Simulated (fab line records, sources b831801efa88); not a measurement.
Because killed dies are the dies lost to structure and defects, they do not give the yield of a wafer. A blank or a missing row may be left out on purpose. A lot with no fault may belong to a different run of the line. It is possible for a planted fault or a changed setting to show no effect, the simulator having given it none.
Which of the tools did it? -- flow sfq_line -- 14 lots with 42 wafers sampled at 2 steps, on a route of 325 steps

WHAT EACH GAUGE READ, for each wafer
SFQ_M0_RS_MEAS_904: measurement is done with a four-point probe. Usual: M0_NB_RS 0.887 ohm/sq, standard deviation 0.0088.
lot,measured,on,M0_NB_RS (ohm/sq),flag
L423,day 8 02:26,film_metro-01,0.877 0.886 0.885,
L425,day 8 19:10,film_metro-04,0.872 0.869 0.881,
L426,day 9 01:08,film_metro-01,0.883 0.885 0.886,
L427,day 9 04:44,film_metro-04,0.870 0.867 0.876,
L429,day 9 23:19,film_metro-01,0.891 0.890 0.891,
L430,day 10 08:52,film_metro-02,0.872 0.887 0.873,
L431,day 10 13:44,film_metro-02,0.880 0.880 0.878,
L432,day 10 19:41,film_metro-01,0.773 0.777 0.769,OFF
L433,day 10 23:17,film_metro-02,0.895 0.892 0.901,
L434,day 11 06:02,film_metro-02,0.897 0.897 0.887,
L436,day 11 19:02,film_metro-01,0.888 0.886 0.884,
L438,day 12 06:26,film_metro-04,0.768 0.765 0.770,OFF
L443,day 14 08:30,film_metro-02,0.893 0.891 0.893,
L444,day 14 12:29,film_metro-04,0.897 0.895 0.898,

EACH LOT AND THE TOOL THAT RAN IT (in order: tool; ch and the chambers of the sampled wafers; start)
lot,SFQ_TRILAYER_M0_DEP_SPUTTER_019
L423,"pvd_sputter-03, day 8 02:21"
L425,"pvd_sputter-06, day 8 19:03"
L426,"pvd_sputter-05, day 9 01:03"
L427,"pvd_sputter-03, day 9 04:39"
L429,"pvd_sputter-05, day 9 23:11"
L430,"pvd_sputter-03, day 10 08:47"
L431,"pvd_sputter-03, day 10 13:35"
L432,"pvd_sputter-03, day 10 19:36"
L433,"pvd_sputter-06, day 10 23:11"
L434,"pvd_sputter-06, day 11 05:57"
L436,"pvd_sputter-05, day 11 18:56"
L438,"pvd_sputter-03, day 12 06:20"
L443,"pvd_sputter-05, day 14 08:22"
L444,"pvd_sputter-05, day 14 12:22"
- SFQ_TRILAYER_M0_DEP_SPUTTER_019: material Nb, target thk 200 nm, time 133.3 s.

WHAT THE TOOLS THEMSELVES READ (means of the sampled wafers that have a number; where no wafer has one, the mark that the record gives instead)
SFQ_TRILAYER_M0_DEP_SPUTTER_019. Usual: cathode_dc_power_W 2000.0 W, standard deviation 0.34; throttle_valve_pct 29.8 %, standard deviation 1.
lot,tool,cathode_dc_power_W (W),throttle_valve_pct (%),flag
L423,pvd_sputter-03,2000.0,30.0,
L425,pvd_sputter-06,2000.1,30.0,
L426,pvd_sputter-05,1999.8,29.8,
L427,pvd_sputter-03,1999.8,29.8,
L429,pvd_sputter-05,2000.2,30.1,
L430,pvd_sputter-03,2000.0,30.0,
L431,pvd_sputter-03,2000.3,29.6,
L432,pvd_sputter-03,2000.3,29.8,
L433,pvd_sputter-06,2000.2,30.2,
L434,pvd_sputter-06,1999.6,30.1,
L436,pvd_sputter-05,1999.7,29.1,
L438,pvd_sputter-03,2000.1,29.5,
L443,pvd_sputter-05,1999.9,30.1,
L444,pvd_sputter-05,2000.3,28.7,

THE ANSWER, worked out from the rows above alone
Rule: a lot counts as off when the mean over its wafers that have a number is more than 3 standard deviations away from the usual mean. A lot without any number at a reading at which 4 lots or more have one is off too. All remaining lots with rows at the step are treated as sound. The gauges are gone through in route order, then the tools' own readings, and for those a lot's mean is taken as printed above. The first step at which some lot is off is used, and at that step the reading that is off furthest; a lot without a number counts as furthest.
Off: L432, L438, at SFQ_M0_RS_MEAS_904 (M0_NB_RS).
If a tool, at a process step before that reading, ran all the lots that are off and no sound lot after the first of them, it fits. Those tools and the gauges at SFQ_M0_RS_MEAS_904 are tried in the same way. One candidate fits, namely pvd_sputter-03 at SFQ_TRILAYER_M0_DEP_SPUTTER_019. Its last sound lot is L431 (day 10 13:35), its first lot that is off L432 (day 10 19:36): a fault that began between those two fits.

WHAT THE SIMULATOR HAD PUT IN
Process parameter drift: pvd_sputter-03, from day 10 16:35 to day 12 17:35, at SFQ_TRILAYER_M0_DEP_SPUTTER_019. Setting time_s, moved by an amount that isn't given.
Lots struck among those shown: L432, L438. The same result came from the rule above.
